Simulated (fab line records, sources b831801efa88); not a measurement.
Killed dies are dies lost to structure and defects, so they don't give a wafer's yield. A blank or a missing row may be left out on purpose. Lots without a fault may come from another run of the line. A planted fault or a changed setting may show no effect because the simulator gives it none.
Problem report in the 8D (eight disciplines) form, filled by code | flow gf180mcu | the parts of the form that need people (team, actions taken, sign-off) are left out

1. THE PROBLEM
cd_nm at GF_M3_CD_MEAS_14 reads a mean of 260.3 nm on 6 wafers of 2 lots; wafers without a fault read 279.7 nm with a standard deviation of 1.1. That is -18 standard deviations from the usual mean.
The step: target cd 280 nm.
First seen on wafer L789.2, day 26 08:53, on cd_sem-02. The record holds 36 wafers of 12 lots with a number at this step. Rule for "out", or "out of limits": more than 4 standard deviations from the usual mean. The other wafers with a number count as sound.

2. WHAT IT IS AND WHAT IT IS NOT
question                    | is                     | is not
which readings at this step | cd_nm                  | -
which lots                  | L789, L791             | L776, L778, L779, L781, L783, L785, L786, L788, L797, L798
which wafers of those lots  | all that have a number | -
read on which gauges        | cd_sem-02              | cd_sem-01
when                        | from day 26 08:53      | up to then (24 sound wafers); but 6 sound wafers of L797, L798 came after

3. SUSPECTS, AND WHAT RULES EACH OUT
Counting: a tool at a process step up to the reading stays a suspect if it ran every lot that is out and no sound lot after the first of them.
- the gauge at GF_M3_CD_MEAS_14: kept. All the wafers that are out were read on cd_sem-02, and no step on other tools shows them out.
- krf_scanner-01 at GF_M3_EXPOSE_11 (exposes mask Metal3, target cd 280 nm): kept. It ran every lot that is out, first L789 (day 25 22:21), and no sound lot after that; its last sound lot up to then is L786 (day 24 23:28).
Left after counting: krf_scanner-01 at GF_M3_EXPOSE_11, cd_sem-02 at GF_M3_CD_MEAS_14.

4. THE CAUSE (what the simulator had put in)
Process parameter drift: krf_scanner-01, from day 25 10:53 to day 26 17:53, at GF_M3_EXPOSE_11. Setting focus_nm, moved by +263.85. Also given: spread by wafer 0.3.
Counting left 2 suspects, and this tool is among them.

5. THE CHAIN OF EFFECTS, in route order
Each row: a reading whose mean over the struck wafers that have a number lies more than 3 standard deviations from the usual. Only readings for which the record gives a usual standard deviation are gone through. hours: the time from each lot's start at the first step in this table that gives one to its start at this step, as a median over the lots. sigmas: the change in usual standard deviations.
hours | step                    | reading            | usual    | on struck wafers | change | sigmas
0     | GF_M3_CD_MEAS_14        | cd_nm              | 279.7 nm | 260.3            | -19.4  | -18
162   | GF_PASSIVATION_PROBE_99 | killed_at_M0_to_M3 | 20       | 35               | +15    | +3.1
The process steps in it:
- GF_PASSIVATION_PROBE_99

6. WHAT WOULD HAVE CAUGHT IT SOONER
In this record the first reading out of limits at a measuring or inspecting step was taken at day 26 08:53, 22 hours after the fault began at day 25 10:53.
Of the tool readings at GF_M3_EXPOSE_11 for which the record gives a usual standard deviation, none was out on any struck wafer, so an alarm limit of 4 standard deviations on them would not have fired.
All the lots that are out (2) had begun GF_M3_EXPOSE_11 on krf_scanner-01 by day 26 08:53. A hold on the tool at that time would have spared none of them.
